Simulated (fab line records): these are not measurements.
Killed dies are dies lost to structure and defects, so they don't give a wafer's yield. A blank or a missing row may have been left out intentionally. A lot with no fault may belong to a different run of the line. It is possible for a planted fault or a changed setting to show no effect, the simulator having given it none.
Struck lot and sound lot, side by side	flow sky130	30 out of 708 route steps
Sound: wafers L484.1, L484.4, L484.6. The struck wafers were L490.1, L490.4, L490.6. The cause comes at the end.
Per side, at each step with rows, come the tool, then ch with its chambers, and then its first start. Under that, the readings that differ: sound wafers	struck wafers	difference of the means	sigmas: that difference in standard deviations of wafers without a fault.
alike: readings with means less than 2 such deviations apart, plus words and numbers identical on both sides. not compared: withheld readings, readings lacking a value on some wafer, bounds such as >300 that could conceal the same value, and numbers that have no deviation in the record and whose values overlap.
Wherever a step has rows on one side only, a row that says differs or no value, or a row with sigmas, the two part there. Numbers that have no deviation but don't overlap get no sigmas and don't part them. A reading that every wafer of one side lacks parts them only if that side has two wafers or more.

first, 5 steps without rows for these wafers: SKY_SONOS_ONO_COAT_08 (resist thk 1140 nm); SKY_SONOS_ONO_SOFTBAKE_09 (time 60 s); SKY_SONOS_ONO_EXPOSE_10 (exposes mask ONOM, target cd 410 nm); SKY_SONOS_ONO_PEB_11; SKY_SONOS_ONO_DEVELOP_12 (develop time 60 s).
SKY_SONOS_ONO_CD_MEAS_13: the cd target is 410 nm.
  sound: cd-sem-02 at day 15 15:26; struck: cd-sem-02 at day 17 13:32
  alike: cd-nm
SKY_SONOS_ONO_OVL_MEAS_14:
  sound: overlay-01 at day 15 15:34; struck: overlay-02 at day 17 13:40
  alike: SONOS_ONO_OVL
SKY_SONOS_ONO_ETCH_15: etches the open film in CHF3/O2, target depth 19.52 nm, time 7.8 s.
  sound on rie-diel-02 ch 0,2, day 15 15:36; struck on rie-diel-01 ch 0,1, day 17 13:42
reading	sound	struck	difference	sigmas
oes-product-au (a.u.)	0.999 1.001 1.003	0.992 0.974 0.987	-0.017	-2
  alike: drypump-motor-current-A, throttle-valve-pct
  not compared: rf-hours-counter-h
then, 1 step without rows for these wafers: SKY_SONOS_ONO_WET_ETCH_16 (etches SiO2 in dHF, target depth 14 nm, time 280 s).
SKY_SONOS_ONO_STRIP_17: strips in O2/N2.
  sound on plasma-asher-01 ch 1, day 15 15:43; struck on plasma-asher-01 ch 0,1, day 17 13:49
  alike: drypump-motor-current-A, n2-flow-sccm, oes-product-au, strip-time-to-endpoint-s
  not compared: rf-hours-counter-h
then, 2 steps without rows for these wafers: SKY_SONOS_ONO_WET_ETCH_18 (etches Si3N4 in H3PO4, target depth 15 nm, time 172 s); SKY_GATE_OXIDE_CLEAN_00 (cleans in SC1/SC2, time 150 s).
SKY_GATE_OXIDE_OXIDATION_01: stabilise 600 s, purge 300 s, target thk 10.268 nm.
  sound on furnace-02 ch 0, day 15 16:25; struck on furnace-01 ch 0, day 17 15:30
reading	sound	struck	difference	sigmas
ox-time-s (s)	1473 1473 1473	662.85 662.85 662.85	-810.15	
zone-power-bottom-pct (%)	26.5 26.8 26.7	30.4 30.5 30.2	+3.7	+2
model.SiO2_of_GATE_OXIDE_OXIDATION_01.thk-nm (nm)	10.23 10.06 10.3	5.917 6.063 5.833	-4.259	
  alike: ox-temp-c-max
SKY_GATE_OXIDE_THK_MEAS_02:
  sound: film-metro-01 at day 15 17:49; struck: film-metro-01 at day 17 16:55
reading	sound	struck	difference	sigmas
GATE_OXIDE_OXIDATION_00_THK (nm)	10.21 10.07 10.28	5.91 6.05 5.83	-4.26	-24
then, 7 steps without rows for these wafers: SKY_GATE_OXIDE_DEHYDRATE_03 (time 60 s); SKY_GATE_OXIDE_HMDS_04 (prime time 60 s); SKY_GATE_OXIDE_COAT_05 (resist thk 1140 nm); SKY_GATE_OXIDE_SOFTBAKE_06 (time 60 s); SKY_GATE_OXIDE_EXPOSE_07 (exposes mask LVOM, target cd 600 nm); SKY_GATE_OXIDE_PEB_08; SKY_GATE_OXIDE_DEVELOP_09 (develop time 60 s).
SKY_GATE_OXIDE_OVL_MEAS_10:
  sound: overlay-01 at day 16 22:24; struck: overlay-01 at day 18 22:38
  alike: GATE_OXIDE_OVL
then, 2 steps without rows for these wafers: SKY_GATE_OXIDE_IMPLANT_11; SKY_GATE_OXIDE_WET_ETCH_12 (etches SiO2 in dHF, target depth 16.8 nm, time 336 s).
SKY_GATE_OXIDE_STRIP_13: strips in O2/N2.
  sound on plasma-asher-04 ch 0,1, day 16 22:42; struck on plasma-asher-03 ch 0,1, day 18 22:56
reading	sound	struck	difference	sigmas
strip-time-to-endpoint-s (s)	14.14 14.09 14.07	14.18 14.24 14.18	+0.10	+2
  alike: drypump-motor-current-A, n2-flow-sccm, oes-product-au
  not compared: rf-hours-counter-h
SKY_GATE_OXIDE_TW_MEAS_14:
  sound: film-metro-02 at day 16 22:48; struck: film-metro-01 at day 18 23:02
  alike: GATE_OXIDE_TW
then, 1 step without rows for these wafers: SKY_GATE_OXIDE_CLEAN_15 (cleans in SC1/SC2, time 150 s).
SKY_GATE_OXIDE_OXIDATION_16: stabilise 600 s, purge 300 s, target thk 3.57 nm.
  sound on furnace-02 ch 0, day 16 22:55; struck on furnace-02 ch 0, day 19 00:18
reading	sound	struck	difference	sigmas
model.SiO2_of_GATE_OXIDE_OXIDATION_01.thk-nm (nm)	11.57 11.41 11.64	7.663 7.793 7.61	-3.851	
  alike: ox-temp-c-max, ox-time-s, zone-power-bottom-pct
then, 1 step without rows for these wafers: SKY_POLY_GATE_CVD_00 (deposits poly-Si, target thk 180 nm, time 720 s).
-- here the record skips 30 days between the struck wafers' starts before and after, leaving off in module POLY_GATE and picking up in module PAD_OPEN (first step shown: number 708 of the route) --
SKY_PAD_OPEN_PROBE_99:
  sound: prober-01 at day 48 02:26; struck: prober-02 at day 49 03:07
reading	sound	struck	difference	sigmas
model.etest.nfet_16v.r-on-ohm-um	1.401e+04 1.381e+04 1.409e+04	1.214e+04 1.211e+04 1.206e+04	-1.867e+03	
model.etest.pfet_16v.r-on-ohm-um	1.526e+04 1.519e+04 1.53e+04	1.345e+04 1.383e+04 1.368e+04	-1.597e+03	
model.etest.pfet-g5v0d10v5.r-on-ohm-um	4730 4710 4762	3856 3890 3848	-869	
model.etest.tip-sonos.rs-ohm-sq	2765 2708 2794	2013 2041 1995	-739	
model.etest.nfet-g5v0d10v5.r-on-ohm-um	1880 1849 1869	1498 1525 1507	-356	
model.etest.nfet-g5v0d10v5.drive-ua-um	614.1 625.2 610.4	890 875.8 895.5	+271	
model.etest.nfet_05v0_nvt.drive-ua-um	576.7 588.5 578	813.7 796 819.2	+228.6	
model.etest.tip-p.rs-ohm-sq	6857 6827 6850	6699 6623 6646	-189	
  alike: killed_at_M0_to_M3, killed_at_M4_up, killed-at-contacts, killed-at-front-end, killed-at-other, killed-dies, killed-open, killed-short

WHERE THEY PART
First at SKY_SONOS_ONO_ETCH_15; last, within this record, at SKY_GATE_OXIDE_STRIP_13. Later steps at which nothing parts them and some readings are alike: SKY_GATE_OXIDE_TW_MEAS_14, SKY_GATE_OXIDE_OXIDATION_16, SKY_PAD_OPEN_PROBE_99.

WHY: what had been put in by the simulator
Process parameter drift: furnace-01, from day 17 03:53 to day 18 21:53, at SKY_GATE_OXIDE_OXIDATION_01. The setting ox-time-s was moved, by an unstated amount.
